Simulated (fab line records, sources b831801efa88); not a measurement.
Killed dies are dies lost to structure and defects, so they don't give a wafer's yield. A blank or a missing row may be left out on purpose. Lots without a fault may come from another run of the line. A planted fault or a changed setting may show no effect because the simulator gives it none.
fab line records | flow gf180mcu | part 2 of 2: steps 30 to 38 of 38
record lots=5 wafers=15 last_day=34
route steps=602 shown M3@421 V3@429 M4@456
lots that met no fault: from a run of the same line without faults
start_h: hours from the record's first day to the start of the lot's first wafer shown | wait_h: hours since the lot's step before | " the same as in the row above | L1.1+2: a row that stands for several wafers | - no value, or no start given | * or withheld: withheld | < > ~ a bound
route shown NAME@n: a module of which the file shows steps, and the number in the route of the first | usual: mean/standard deviation of fault-free wafers | same: alike in all rows | chamber/n: place in a boat | sites: the reading at each site | _std_site: their standard deviation | _edge_site: outer sites' mean less inner sites' | radius_mm: how far each site lies from the wafer's centre | mask NAME#n: copy n | behind: the tool/chamber that last shaped the wafer | hold: why the lot was held/for how many hours/how that ended | device: the transistor (n, p or np) that didn't switch | end of line: the same wafers' tests at the end of the route | a step without rows: its recipe alone | killed: dies lost to structure and defects at the first sort, not the wafer's yield | map: a wafer's dies, x killed, . not, _ none there
set.NAME: the setting as run; set.NAME@STEP: as run at that earlier step | model.NAME: the simulator's own value behind a step, which no gauge read
lots at some steps of the route; a table a step, a row a wafer
services: from which hour (start_h, from the record's first day; less than 0 if before it) a tool's chamber was out of use, for how many hours, and why
## steps
# step GF_V3_SPUTTER_21
# recipe material=Ti target_thk_nm=15 chamber_pressure_pa=5 power_w=2500 substrate_temp_c=200 time_s=80.02
# usual throttle_valve_pct=29.6/0.69
# columns lot.wafer tool chamber start_h wait_h throttle_valve_pct
L074.1 pvd_sputter-01 - 507.32 0.0 29.9
L074.4 " - " " 30.7
L074.5 " - " " 29.7
L079.2 pvd_sputter-01 - 576.42 0.0 29.4
L079.4 " - " " 30.5
L079.5 " - " " 30.1
L087.3 pvd_sputter-03 - 620.58 0.0 29.4
L087.5 " - " " 28.9
L087.6 " - " " 29.2
L090.2 pvd_sputter-03 - 642.40 0.0 29.2
L090.3 " - " " 29.1
L090.4 " - " " 29.6
L095.1 pvd_sputter-02 - 677.38 0.0 31.0
L095.4 " - " " 28.8
L095.6 " - " " 29.9
# step GF_V3_SPUTTER_22
# recipe material=TiN target_thk_nm=10 chamber_pressure_pa=5 power_w=4000 time_s=40
# usual throttle_valve_pct=29.6/0.67
# columns lot.wafer tool chamber start_h wait_h throttle_valve_pct
L074.1 pvd_sputter-01 - 507.38 0.0 29.6
L074.4 " - " " 30.7
L074.5 " - " " 29.7
L079.2 pvd_sputter-01 - 576.48 0.0 29.7
L079.4 " - " " 30.6
L079.5 " - " " 30.1
L087.3 pvd_sputter-03 - 620.64 0.0 29.6
L087.5 " - " " 29.0
L087.6 " - " " 29.3
L090.2 pvd_sputter-03 - 642.46 0.0 28.8
L090.3 " - " " 29.1
L090.4 " - " " 30.0
L095.1 pvd_sputter-02 - 677.44 0.0 31.2
L095.4 " - " " 28.8
L095.6 " - " " 29.8
# step GF_V3_CVD_23
# recipe material=W target_thk_nm=350 time_s=104.9 temp_c=400 pressure_torr=40
# usual heater_power_w=812/67
# columns lot.wafer tool chamber start_h wait_h heater_power_w
L074.1 cvd_w-01 1 507.42 0.0 823
L074.4 " 1 " " 797
L074.5 " 1 " " 816
L079.2 cvd_w-02 1 576.52 0.0 723
L079.4 " 0 " " 837
L079.5 " 0 " " 867
L087.3 cvd_w-02 0 620.72 0.1 852
L087.5 " 1 " " 723
L087.6 " 0 " " 855
L090.2 cvd_w-01 0 642.50 0.0 872
L090.3 " 1 " " 821
L090.4 " 0 " " 879
L095.1 cvd_w-01 1 677.48 0.0 822
L095.4 " 1 " " 835
L095.6 " 0 " " 902
# step GF_V3_RS_MEAS_24
# recipe thk_meas_gauge=four-point-probe reads=W_of_V3_CVD_23+TiN_of_V3_SPUTTER_22+Ti_of_V3_SPUTTER_21
# usual V3_W_RS=0.3269/0.003
# columns lot.wafer tool chamber start_h wait_h V3_W_RS[ohm/sq]
L074.1 film_metro-02 - 507.53 0.1 0.3234
L074.4 " - " " 0.3235
L074.5 " - " " 0.3237
L079.2 film_metro-02 - 576.65 0.1 0.3264
L079.4 " - " " 0.3307
L079.5 " - " " 0.3227
L087.3 film_metro-03 - 620.83 0.1 0.3287
L087.5 " - " " 0.3311
L087.6 " - " " 0.3319
L090.2 film_metro-02 - 642.64 0.1 0.3256
L090.3 " - " " 0.3314
L090.4 " - " " 0.3279
L095.1 film_metro-03 - 677.59 0.1 0.3274
L095.4 " - " " 0.3263
L095.6 " - " " 0.3290
# step GF_V3_THK_MEAS_25
# recipe thk_meas_gauge=xrf reads=W_of_V3_CVD_23
# usual V3_W_THK=351/5.2
# columns lot.wafer tool chamber start_h wait_h V3_W_THK[nm]
L074.1 film_metro-02 - 507.65 0.1 352
L074.4 " - " " 356
L074.5 " - " " 355
L079.2 film_metro-02 - 576.76 0.1 351
L079.4 " - " " 349
L079.5 " - " " 357
L087.3 film_metro-03 - 620.93 0.1 348
L087.5 " - " " 341
L087.6 " - " " 344
L090.2 film_metro-02 - 642.75 0.1 353
L090.3 " - " " 349
L090.4 " - " " 353
L095.1 film_metro-03 - 677.71 0.1 346
L095.4 " - " " 346
L095.6 " - " " 347
# step GF_V3_CMP_26
# recipe stop_on=SiO2 down_force_psi=3.5 platen_rpm=60 t_overpolish_s=15 target_thk_nm=0 pad_velocity_m_s=0.94248
# usual motor_current_A=10.7/1.1 overpolish_run_s=15.000/0.0084 retaining_ring_pressure_frac=1.001/0.0055 slurry_flow_ml_min=150.0/0.42 time_to_endpoint_s=86/4
# columns lot.wafer tool chamber start_h wait_h motor_current_A overpolish_run_s retaining_ring_pressure_frac slurry_flow_ml_min time_to_endpoint_s
L074.1 cmp-02 2 507.71 0.1 9.8 15.000 0.999 150.0 89
L074.4 " 3 " " 11.3 14.999 0.996 149.6 84
L074.5 " 3 " " 11.2 15.003 1.006 150.0 83
L079.2 cmp-02 0 576.81 0.0 12.5 15.006 1.008 149.7 86
L079.4 " 3 " " 11.2 15.007 1.006 150.1 82
L079.5 " 1 " " 10.9 15.011 0.998 150.2 87
L087.3 cmp-01 0 620.97 0.0 9.7 14.994 1.005 150.1 86
L087.5 " 0 " " 10.3 14.999 0.996 150.9 86
L087.6 " 1 " " 9.0 15.011 1.011 149.9 81
L090.4 cmp-02 1 642.85 0.1 11.1 15.004 0.995 149.8 87
L090.2 " 2 " " 10.3 15.007 1.007 150.0 86
L090.3 " 3 " " 10.8 15.000 0.999 150.1 82
L095.1 cmp-02 0 677.87 0.1 12.4 15.009 0.998 150.2 91
L095.4 " 1 " " 10.7 15.006 1.002 150.5 93
L095.6 " 2 " " 10.3 15.001 1.004 150.2 86
# step GF_M4_SPUTTER_00
# recipe material=Ti target_thk_nm=37.5 arriving_ion_energy_ev=80 substrate_temp_c=200 chamber_pressure_pa=2 power_w=4000 time_s=150
# usual throttle_valve_pct=29.9/0.82
# columns lot.wafer tool chamber start_h wait_h throttle_valve_pct
L074.1 pvd_sputter-03 - 508.01 0.2 29.1
L074.4 " - " " 28.9
L074.5 " - " " 30.0
L079.2 pvd_sputter-04 - 577.11 0.2 31.0
L079.4 " - " " 30.0
L079.5 " - " " 28.8
L087.3 pvd_sputter-04 - 621.27 0.2 31.0
L087.5 " - " " 28.7
L087.6 " - " " 31.0
L090.2 pvd_sputter-04 - 643.10 0.1 30.2
L090.3 " - " " 31.1
L090.4 " - " " 29.0
L095.1 pvd_sputter-04 - 678.07 0.1 30.4
L095.4 " - " " 28.9
L095.6 " - " " 30.1
# step GF_M4_SPUTTER_01
# recipe material=TiN target_thk_nm=30 power_w=6500 time_s=25 chamber_pressure_pa=0.4
# usual throttle_valve_pct=29.9/0.83
# columns lot.wafer tool chamber start_h wait_h throttle_valve_pct
L074.1 pvd_sputter-03 - 508.12 0.1 29.1
L074.4 " - " " 29.1
L074.5 " - " " 29.9
L079.2 pvd_sputter-04 - 577.21 0.1 31.2
L079.4 " - " " 30.2
L079.5 " - " " 28.7
L087.3 pvd_sputter-04 - 621.37 0.1 30.9
L087.5 " - " " 28.6
L087.6 " - " " 30.8
L090.2 pvd_sputter-04 - 643.20 0.1 30.3
L090.3 " - " " 31.0
L090.4 " - " " 28.9
L095.1 pvd_sputter-04 - 678.17 0.1 30.5
L095.4 " - " " 28.9
L095.6 " - " " 29.9
# step GF_M4_SPUTTER_02
# recipe material=AlCu target_thk_nm=450 power_w=10600 time_s=23.9 chamber_pressure_pa=0.4
# usual throttle_valve_pct=29.9/0.83
# columns lot.wafer tool chamber start_h wait_h throttle_valve_pct
L074.1 pvd_sputter-03 - 508.16 0.0 29.0
L074.4 " - " " 29.1
L074.5 " - " " 29.8
L079.2 pvd_sputter-04 - 577.24 0.0 30.9
L079.4 " - " " 30.3
L079.5 " - " " 28.7
L087.3 pvd_sputter-04 - 621.40 0.0 31.0
L087.5 " - " " 29.0
L087.6 " - " " 30.9
L090.2 pvd_sputter-04 - 643.23 0.0 30.3
L090.3 " - " " 30.9
L090.4 " - " " 28.7
L095.1 pvd_sputter-04 - 678.20 0.0 30.4
L095.4 " - " " 28.8
L095.6 " - " " 30.0
## services
# columns tool chamber start_h hours kind
cmp-02 - 461.91 3.0 repair
cmp-02 - 469.86 0.3 repair
krf_scanner-01 - 470.30 0.4 repair
cmp-02 - 472.93 0.4 repair
krf_scanner-01 - 490.07 0.8 pm
pvd_sputter-03 - 504.33 1.9 repair
wet_bench-02 - 505.29 3.2 repair
pvd_sputter-03 - 506.10 1.4 repair
pvd_sputter-04 - 526.63 2.8 repair
rie_diel-02 0 534.27 4.5 repair
pvd_sputter-03 - 562.46 2.1 repair
krf_scanner-01 - 567.32 1.0 pm
rie_diel-03 - 570.87 4.0 pm
pvd_sputter-04 - 570.96 2.2 repair
rie_diel-02 0 573.08 6.1 repair
wet_bench-03 - 576.65 3.9 repair
cmp-02 - 577.47 6.2 pm
plasma_asher-03 - 586.01 2.2 repair
rie_diel-03 - 592.00 2.8 pm
pvd_sputter-03 - 597.00 3.0 repair
pvd_sputter-03 - 599.05 1.1 repair
krf_scanner-01 - 626.44 1.3 pm
krf_scanner-01 - 636.84 2.4 repair
pvd_sputter-03 - 642.60 6.3 repair
